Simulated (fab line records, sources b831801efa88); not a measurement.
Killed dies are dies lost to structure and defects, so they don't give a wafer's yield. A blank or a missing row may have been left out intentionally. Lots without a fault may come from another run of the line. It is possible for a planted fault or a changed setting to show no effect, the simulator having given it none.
A struck lot beside a sound one    flow sky130    25 out of 708 route steps
Sound: wafers L767.1, L767.4, L767.6. Struck: wafer L781.6. (L781.1, L781.4 of the same lot were not struck and are left out.) The cause comes at the end.
For every step that has rows: the tool of each side, followed by ch and its chambers, followed by its first start. Under that, the readings that differ: sound wafers    struck wafers    difference of the means    sigmas: that difference in standard deviations of wafers without a fault.
alike: a reading whose means differ by less than 2 such deviations, as well as words and numbers matching on both sides. not compared: withheld readings; readings where some wafer has no value; bounds like >300 that might hide an equal value; numbers whose values overlap and for which the record gives no deviation.
Wherever a step has rows on one side only, a row that says differs or no value, or a row with sigmas, the two part there. When numbers do not overlap yet have no deviation, they are printed without sigmas and do not part them. A reading that every wafer of one side lacks parts them only if that side has two wafers or more.

first, 1 step without rows for these wafers: SKY_VIA2_SPUTTER_20 (material TiN, target thk 20 nm, time 80 s).
SKY_VIA2_CVD_21: deposits W, target thk 420 nm, time 126.4 s.
  sound on cvd w-02 ch 0,1, day 37 20:00; struck on cvd w-01 ch 0, day 41 20:37
  alike: heater power w
SKY_VIA2_RS_MEAS_22: measures by four-point-probe.
  struck on film metro-02, day 41 20:44; sound on film metro-01, day 37 20:08
  alike: VIA2_W_RS
SKY_VIA2_THK_MEAS_23: measures by xrf.
  struck on film metro-02, day 41 20:52; sound on film metro-01, day 37 20:15
reading          sound        struck  difference  sigmas
VIA2_W_THK (nm)  418 418 418  400     -18         -3
SKY_VIA2_CMP_24: polishes, stops on SiO2, t overpolish 20 s, target thk 0 nm.
  sound on cmp-02 ch 0,2, day 37 20:19; struck on cmp-01 ch 2, day 41 20:58
  alike: motor current A, overpolish run s, time to endpoint s
then, 1 step without rows for these wafers: SKY_METAL3_SPUTTER_00 (material Ti, target thk 15 nm, time 10 s).
SKY_METAL3_SPUTTER_01: material TiN, target thk 20 nm, time 16.7 s.
  struck on pvd sputter-03, day 41 21:14; sound on pvd sputter-03, day 37 20:38
  alike: cathode dc power W, throttle valve pct
then, 2 steps without rows for these wafers: SKY_METAL3_SPUTTER_02 (material AlCu, target thk 735 nm, time 39.1 s); SKY_METAL3_SPUTTER_03 (material Ti, target thk 5 nm, time 3.3 s).
SKY_METAL3_SPUTTER_04: material TiN, target thk 70 nm, time 58.3 s.
  struck on pvd sputter-03, day 41 21:19; sound on pvd sputter-03, day 37 20:43
  alike: cathode dc power W, throttle valve pct
SKY_CAPM_CVD_00: deposits SiO2, target thk 15.5 nm.
  sound on pecvd-04 ch 0,1,2, day 37 20:46; struck on pecvd-04 ch 2, day 41 21:22
  alike: heater power w
SKY_CAPM_THK_MEAS_01:
  struck on film metro-01, day 41 21:23; sound on film metro-01, day 37 20:47
  alike: CAPM_CVD_00_THK
SKY_CAPM_SPUTTER_02: material TiN, target thk 200 nm, time 166.7 s.
  struck on pvd sputter-02, day 41 21:27; sound on pvd sputter-02, day 37 20:51
reading                 sound                 struck  difference  sigmas
cathode dc power W (W)  6500.4 6497.2 6498.6  6501.4  +2.7        +2
  alike: throttle valve pct
SKY_CAPM_RS_MEAS_03: measures by four-point-probe.
  struck on film metro-04, day 41 21:34; sound on film metro-01, day 37 20:58
reading               sound           struck  difference  sigmas
CAPM_TIN_RS (ohm/sq)  6.91 7.06 6.98  7.29    +0.31       +3
SKY_CAPM_THK_MEAS_04: measures by xrf.
  struck on film metro-04, day 41 21:41; sound on film metro-01, day 37 21:05
  alike: CAPM_TIN_THK
then, 7 steps without rows for these wafers: SKY_CAPM_DEHYDRATE_05 (time 60 s); SKY_CAPM_HMDS_06 (prime time 60 s); SKY_CAPM_COAT_07 (resist thk 1140 nm); SKY_CAPM_SOFTBAKE_08 (time 60 s); SKY_CAPM_EXPOSE_09 (exposes mask CAPM, target cd 1000 nm); SKY_CAPM_PEB_10; SKY_CAPM_DEVELOP_11 (develop time 60 s).
SKY_CAPM_OVL_MEAS_12:
  struck on overlay-02, day 42 21:20; sound on overlay-01, day 38 22:05
  alike: CAPM_OVL
SKY_CAPM_METAL_ETCH_13: etches TiN in Cl2/BCl3, stops on SiO2, target depth 220 nm, time 62.9 s.
  sound on rie metal-03 ch 0, day 38 22:08; struck on rie metal-03 ch 1, day 42 21:23
reading                sound              struck  difference  sigmas
oes product au (a.u.)  0.937 0.928 0.941  0.911   -0.024      -3
  alike: bias w, drypump motor current A, throttle valve pct
  not compared: rf hours counter h
then, 1 step without rows for these wafers: SKY_CAPM_STRIP_14 (strips in O2/N2).

== WHERE THEY PART ==
First at SKY_VIA2_THK_MEAS_23; last, within this record, at SKY_CAPM_METAL_ETCH_13.

WHY: the cause the simulator had injected
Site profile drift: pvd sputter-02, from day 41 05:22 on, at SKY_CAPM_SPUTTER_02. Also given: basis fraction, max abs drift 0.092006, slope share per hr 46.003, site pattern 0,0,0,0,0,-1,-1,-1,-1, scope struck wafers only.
